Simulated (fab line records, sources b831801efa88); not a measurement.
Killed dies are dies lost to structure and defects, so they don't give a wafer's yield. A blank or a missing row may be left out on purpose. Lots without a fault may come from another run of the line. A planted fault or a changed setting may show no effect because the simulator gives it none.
A struck lot beside a sound one | flow sky130 | 22 steps out of a route of 708
Sound: wafers L567.1, L567.2, L567.5. Struck: wafers L574.1, L574.5, L574.6. The cause comes at the end.
At each step with rows: each side's tool, then ch and its chambers, then its first start. Under that, the readings that differ: sound wafers | struck wafers | difference of the means | sigmas: that difference in standard deviations of wafers without a fault.
alike: readings whose means differ by less than 2 such deviations, and words and numbers that are the same on both sides. not compared: withheld readings, readings that some wafer has no value for, bounds like >300 that may hide the same value, and numbers for which the record gives no deviation and whose values overlap.
The two part at a step that has a row with sigmas, a row that says differs or no value, or rows on one side only. Numbers that don't overlap but have no deviation are shown without sigmas and don't part them. A reading that every wafer of one side lacks parts them only if that side has two wafers or more.

first, 4 steps without rows for these wafers: SKY_METAL5_SOFTBAKE_10 (time 60 s); SKY_METAL5_EXPOSE_11 (exposes mask MM5, target cd 1600 nm); SKY_METAL5_PEB_12; SKY_METAL5_DEVELOP_13 (develop time 60 s).
SKY_METAL5_DESCUM_14: chemistry O2, time 11 s.
  sound on rie_metal-04 ch 0,1, day 45 11:32; struck on rie_metal-04 ch 0,1, day 47 06:16
  alike: drypump_motor_current_A, oes_product_au, temp_c
  not compared: rf_hours_counter_h
SKY_METAL5_METAL_ETCH_15: etches the open film in Cl2/BCl3, stops on SiO2, target depth 1260 nm, time 252 s.
  sound on rie_metal-04 ch 0,1, day 45 11:34; struck on rie_metal-04 ch 0,1, day 47 06:19
  alike: drypump_motor_current_A, oes_product_au, throttle_valve_pct
  not compared: rf_hours_counter_h
SKY_METAL5_STRIP_16: strips in O2/N2.
  sound on plasma_asher-02 ch 0,1, day 45 11:48; struck on plasma_asher-02 ch 0,1, day 47 06:32
  alike: drypump_motor_current_A, oes_product_au, strip_time_to_endpoint_s
  not compared: rf_hours_counter_h
then, 3 steps without rows for these wafers: SKY_METAL5_STRIP_17 (strips in post etch residue remover, time 1200 s); SKY_METAL5_CLEAN_18 (cleans in IPA, time 180 s); SKY_METAL5_CLEAN_19 (cleans in O3/DIW).
SKY_PASSIVATION_CVD_00: deposits SiO2, target thk 90 nm.
  sound on pecvd-01 ch 1,2, day 45 12:26; struck on pecvd-03 ch 1,2, day 47 07:13
  alike: heater_power_outer_w, heater_power_w
SKY_PASSIVATION_THK_MEAS_01:
  sound on film_metro-04, day 45 12:28; struck on film_metro-04, day 47 07:14
  alike: PASSIVATION_CVD_00_THK
SKY_PASSIVATION_CVD_02: deposits Si3N4, target thk 540 nm.
  sound on pecvd-03 ch 0,2, day 45 12:32; struck on pecvd-01 ch 1,2, day 47 07:18
  no value came back on the struck wafers for heater_power_outer_w (W), heater_power_w (W); on the sound wafers heater_power_outer_w (W) reads 410 392 426
then, 7 steps without rows for these wafers: SKY_PASSIVATION_DEHYDRATE_04 (time 60 s); SKY_PASSIVATION_HMDS_05 (prime time 60 s); SKY_PASSIVATION_COAT_06 (resist thk 3000 nm); SKY_PASSIVATION_SOFTBAKE_07; SKY_PASSIVATION_EXPOSE_08 (exposes mask NSM, target cd 3000 nm); SKY_PASSIVATION_PEB_09; SKY_PASSIVATION_DEVELOP_10 (develop time 60 s).
SKY_PASSIVATION_ETCH_11: etches the open film in CF4/O2, stops on AlCu, target depth 725 nm, time 161.1 s.
  sound on rie_diel-03 ch 1,2, day 46 09:11; struck on rie_diel-01 ch 0,3, day 48 02:37
  alike: cf4_flow_sccm, drypump_motor_current_A, oes_product_au, throttle_valve_pct
  not compared: rf_hours_counter_h, model.PASSIVATION.feature_depth_nm, model.etch.depth_nm
SKY_PASSIVATION_STRIP_12: strips in O2/N2.
  sound on plasma_asher-01 ch 0,1, day 46 09:17; struck on plasma_asher-02 ch 0,1, day 48 02:43
  alike: drypump_motor_current_A, oes_product_au, strip_time_to_endpoint_s
  not compared: rf_hours_counter_h

WHERE THEY PART
Only at SKY_PASSIVATION_CVD_02, within this record. Later steps at which nothing parts them and some readings are alike: SKY_PASSIVATION_ETCH_11, SKY_PASSIVATION_STRIP_12.

WHY: what the simulator had put in
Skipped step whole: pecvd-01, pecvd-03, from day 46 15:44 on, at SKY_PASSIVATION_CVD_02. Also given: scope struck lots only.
